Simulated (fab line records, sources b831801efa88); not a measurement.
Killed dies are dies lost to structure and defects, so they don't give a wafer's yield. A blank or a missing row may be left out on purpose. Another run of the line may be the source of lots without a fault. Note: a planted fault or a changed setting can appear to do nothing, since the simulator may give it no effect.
Problem report in the 8D (eight disciplines) form, filled by code | flow gf180mcu | the parts of the form that need people (team, actions taken, sign-off) are left out

== 1. THE PROBLEM ==
GF_V3_CMP_04, time-to-endpoint-s: mean 13 s over 1 wafer from 1 lot; wafers with no fault: 80 s, standard deviation 6.1. Relative to the usual mean, that is a shift of -11 standard deviations.
The step: polishes SiO2.
Earliest sighting: wafer L987.2 on cmp-01 at day 26 09:03. At this step, 39 wafers from 13 lots have a number in the record. Rule for "out" (also "out of limits"): further than 4 standard deviations from the usual mean. The other wafers with a number count as sound.

== 2. WHAT THIS IS AND IS NOT ==
question                    | is                 | is not
which readings at this step | time-to-endpoint-s | motor-current-A, platen-rpm, slurry-flow-ml-min
which lots                  | L987               | L973, L974, L975, L976, L977, L978, L979, L980, L981, L982, L993, L995
which wafers of those lots  | L987.2             | L987.4, L987.5
read on which tools         | cmp-01             | cmp-02
when                        | from day 26 09:03  | up to then (32 sound wafers); but 6 sound wafers of L993, L995 came after

== 3. SUSPECTS, AND WHAT RULES EACH OUT ==
Counting: any tool at a process step up to the reading remains a suspect provided it ran every lot that is out. Sound lots after the first of them don't rule it out here, since some wafers of a struck lot are sound.
- cmp-01 at GF_V3_CMP_04 (polishes SiO2): kept. L987, the lot that is out, went through it at day 26 09:03; up to then, the latest sound lot through it was L982 at day 24 17:00. Its own readings are out on those wafers: time-to-endpoint-s.
- Within cmp-01 at GF_V3_CMP_04, the wafers that are out were processed in chamber 0 and their sound lot-mates in chamber 3.
Remaining after the count: cmp-01 at GF_V3_CMP_04.

== 4. THE CAUSE (what the simulator had put in) ==
cmp-01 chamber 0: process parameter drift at GF_V3_CMP_04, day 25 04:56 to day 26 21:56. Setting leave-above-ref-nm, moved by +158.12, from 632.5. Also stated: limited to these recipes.
The count eliminated every tool but this one.

== 5. THE EFFECT CHAIN, in route order ==
Each row: a reading whose mean over the struck wafers that have a number lies more than 3 standard deviations from the usual. Only readings whose record carries a usual standard deviation are examined. hours: median over the lots of the time between each lot's start at the first step of this table that gives one and its start at this step. sigmas: the change, counted in usual standard deviations.
hours | step          | reading            | usual      | on struck wafers | change | sigmas
0     | GF_V3_CMP_04  | time-to-endpoint-s | 80 s       | 13               | -67    | -11
-     | GF_V3_ETCH_17 | oes-product-au     | 0.856 a.u. | 0.972            | +0.116 | +26
It contains these process steps:
- GF_V3_CMP_04: polishes SiO2.
- GF_V3_ETCH_17: etches SiO2 in C4F8/O2/Ar, stops on TiN, target depth 635 nm.
Later steps that measure or inspect, where all struck wafers having a row at the step show a number for every such reading and not one has moved that far: GF_V3_OVL_MEAS_15.

== 6. HOW IT WOULD HAVE BEEN CAUGHT EARLIER ==
In this record the first reading out of limits was taken at day 26 09:03, 28 hours after the fault began at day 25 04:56.
